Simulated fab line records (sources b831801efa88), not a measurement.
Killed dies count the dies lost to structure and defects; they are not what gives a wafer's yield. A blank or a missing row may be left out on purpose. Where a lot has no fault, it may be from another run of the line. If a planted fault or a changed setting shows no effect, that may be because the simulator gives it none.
What tool caused it? :: flow gf180mcu :: Sampling: 11 lots, 33 wafers, 4 of 602 route steps

== WHAT THE GAUGES SHOWED, per wafer ==
GF_HV_LDD_TW_MEAS_38. Usual: HV_LDD_3_TW typically reads 1427, with standard deviation 13.
lot: L588
measured: day 11 18:32
on: filmMetro-03
HV_LDD_3_TW: 1452 1450 1450
flag: 

lot: L589
measured: day 11 19:31
on: filmMetro-01
HV_LDD_3_TW: 1415 1417 1420
flag: 

lot: L590
measured: day 12 01:28
on: filmMetro-02
HV_LDD_3_TW: 1404 1414 1408
flag: 

lot: L591
measured: day 12 09:02
on: filmMetro-01
HV_LDD_3_TW: 1421 1425 1422
flag: 

lot: L592
measured: day 12 12:22
on: filmMetro-02
HV_LDD_3_TW: 1410 1410 1420
flag: 

lot: L593
measured: day 13 01:58
on: filmMetro-01
HV_LDD_3_TW: 1431 1438 1429
flag: 

lot: L595
measured: day 13 23:19
on: filmMetro-01
HV_LDD_3_TW: 1433 1425 1430
flag: 

lot: L601
measured: day 16 08:04
on: filmMetro-01
HV_LDD_3_TW: 1424 1421 1427
flag: 

lot: L609
measured: day 18 08:13
on: filmMetro-02
HV_LDD_3_TW: 1417 1413 1414
flag: 

lot: L610
measured: day 18 21:25
on: filmMetro-01
HV_LDD_3_TW: 1413 1416 1421
flag: 

lot: L611
measured: day 19 11:09
on: filmMetro-02
HV_LDD_3_TW: 1417 1418 1421
flag: 

GF_PSD_OVL_MEAS_08. Usual: PSD_OVL typically reads -0.6 nm, with standard deviation 1.5.
lot: L588
measured: day 14 08:05
on: overlay-02
PSD_OVL (nm): -1.5 -1.5 -1.0
flag: 

lot: L589
measured: day 14 12:35
on: overlay-02
PSD_OVL (nm): -2.5 -3.0 -2.2
flag: 

lot: L590
measured: day 14 17:16
on: overlay-01
PSD_OVL (nm): -1.2 -0.3 -2.7
flag: 

lot: L591
measured: day 15 01:41
on: overlay-01
PSD_OVL (nm): 0.9 0.6 0.8
flag: 

lot: L592
measured: day 15 03:41
on: overlay-02
PSD_OVL (nm): 0.0 -1.9 0.5
flag: 

lot: L593
measured: day 15 20:11
on: overlay-02
PSD_OVL (nm): -1.6 -1.4 -0.8
flag: 

lot: L595
measured: day 16 19:38
on: overlay-01
PSD_OVL (nm): -0.5 -0.1 -0.4
flag: 

lot: L601
measured: day 19 12:04
on: overlay-01
PSD_OVL (nm): 1.8 -0.9 1.2
flag: 

lot: L609
measured: day 21 12:08
on: overlay-01
PSD_OVL (nm): -1.2 -1.4 -0.2
flag: 

lot: L610
measured: day 22 01:08
on: overlay-01
PSD_OVL (nm): 1.4 1.0 0.7
flag: 

lot: L611
measured: day 22 13:46
on: overlay-02
PSD_OVL (nm): -0.5 -1.8 -1.6
flag: 

GF_SAB_CD_MEAS_09 targets a cd of 420 nm. Usual: 419.6 nm for cdNm, sd 2.2.
lot: L588
measured: day 15 05:49
on: cdSem-02
cdNm (nm): 415.9 416.3 417.0
flag: 

lot: L589
measured: day 15 09:25
on: cdSem-02
cdNm (nm): 416.1 415.7 414.6
flag: 

lot: L590
measured: day 15 14:40
on: cdSem-02
cdNm (nm): 417.0 417.1 417.9
flag: 

lot: L591
measured: day 15 23:16
on: cdSem-01
cdNm (nm): 418.7 419.1 419.0
flag: 

lot: L592
measured: day 16 02:03
on: cdSem-02
cdNm (nm): 422.6 421.4 424.1
flag: 

lot: L593
measured: day 16 18:55
on: cdSem-01
cdNm (nm): 422.1 423.5 418.1
flag: 

lot: L595
measured: day 17 19:04
on: cdSem-02
cdNm (nm): 503.1 501.9 503.7
flag: OFF

lot: L601
measured: day 20 12:57
on: cdSem-01
cdNm (nm): 477.9 482.3 482.6
flag: OFF

lot: L609
measured: day 22 12:09
on: cdSem-02
cdNm (nm): 420.7 419.7 420.7
flag: 

lot: L610
measured: day 23 00:19
on: cdSem-01
cdNm (nm): 421.5 419.5 421.0
flag: 

lot: L611
measured: day 23 13:00
on: cdSem-01
cdNm (nm): 420.7 419.8 420.1
flag: 

== TOOL THAT RAN EACH LOT (tool first, then ch and the chambers of the sampled wafers, then the start) ==
lot: L588
GF_SAB_EXPOSE_06: ilineStepper-02 ch 0, day 14 19:32

lot: L589
GF_SAB_EXPOSE_06: ilineStepper-02 ch 0, day 14 23:27

lot: L590
GF_SAB_EXPOSE_06: ilineStepper-01 ch 0, day 15 04:17

lot: L591
GF_SAB_EXPOSE_06: ilineStepper-02 ch 0, day 15 12:47

lot: L592
GF_SAB_EXPOSE_06: ilineStepper-01 ch 0, day 15 15:23

lot: L593
GF_SAB_EXPOSE_06: ilineStepper-02 ch 0, day 16 07:56

lot: L595
GF_SAB_EXPOSE_06: ilineStepper-01 ch 0, day 17 07:25

lot: L601
GF_SAB_EXPOSE_06: ilineStepper-01 ch 0, day 20 01:04

lot: L609
GF_SAB_EXPOSE_06: ilineStepper-02 ch 0, day 22 01:11

lot: L610
GF_SAB_EXPOSE_06: ilineStepper-02 ch 0, day 22 12:56

lot: L611
GF_SAB_EXPOSE_06: ilineStepper-02 ch 0, day 23 01:54
- GF_SAB_EXPOSE_06: exposes mask SAB, target cd 420 nm.

== WHAT THE TOOLS THEMSELVES READ (means of the sampled wafers that have a number; where no wafer has one, the mark that the record gives instead) ==
GF_SAB_EXPOSE_06. Usual: 139.31 for exposureDoseMJCm2, sd 0.15.
lot: L588
tool: ilineStepper-02
exposureDoseMJCm2: 139.46
flag: 

lot: L589
tool: ilineStepper-02
exposureDoseMJCm2: 139.54
flag: 

lot: L590
tool: ilineStepper-01
exposureDoseMJCm2: 139.06
flag: 

lot: L591
tool: ilineStepper-02
exposureDoseMJCm2: 139.27
flag: 

lot: L592
tool: ilineStepper-01
exposureDoseMJCm2: 139.36
flag: 

lot: L593
tool: ilineStepper-02
exposureDoseMJCm2: 139.32
flag: 

lot: L595
tool: ilineStepper-01
exposureDoseMJCm2: 103.78
flag: OFF

lot: L601
tool: ilineStepper-01
exposureDoseMJCm2: 111.99
flag: OFF

lot: L609
tool: ilineStepper-02
exposureDoseMJCm2: 139.17
flag: 

lot: L610
tool: ilineStepper-02
exposureDoseMJCm2: 139.37
flag: 

lot: L611
tool: ilineStepper-02
exposureDoseMJCm2: 139.24
flag: 

== THE ANSWER, worked out from the rows above alone ==
Rule: take the mean of a lot's wafers that have a number; if it is more than 3 standard deviations from the usual mean, the lot is off. Also off: a lot with no number at a reading for which 4 or more lots have one. Where the step has rows for the other lots, those lots are counted as sound. The gauges are gone through in route order, then the tools' own readings, and for those a lot's mean is taken as printed above. At the first step where some lot is off, the reading lying furthest off is the one used; lots without a number count as furthest.
Off, at GF_SAB_CD_MEAS_09 on cdNm: L595, L601.
If a tool, at a process step before that reading, ran all the lots that are off and no sound lot after the first of them, it fits. Not tried: the gauges at GF_SAB_CD_MEAS_09; whatever is off there is also off at GF_SAB_EXPOSE_06, on other tools, and gauge error can't account for it. One fits: ilineStepper-01 at GF_SAB_EXPOSE_06. A fault onset in the window from L592 (day 15 15:23, its last sound lot) to L595 (day 17 07:25, its first lot off) fits.
On the lots that are off, the tool's own readings at GF_SAB_EXPOSE_06 differ by more than 5 times the standard deviation of the sound lots' means, which bears it out; exposureDoseMJCm2 reads 107.88 there versus 139.31 on the sound lots.

== WHAT THE SIMULATOR HAD INSERTED ==
Drift in process parameters on ilineStepper-01 at GF_SAB_EXPOSE_06, starting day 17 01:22. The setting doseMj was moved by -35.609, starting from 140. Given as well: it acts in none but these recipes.
Lots struck among those shown: L595, L601. Same finding as the rule above.
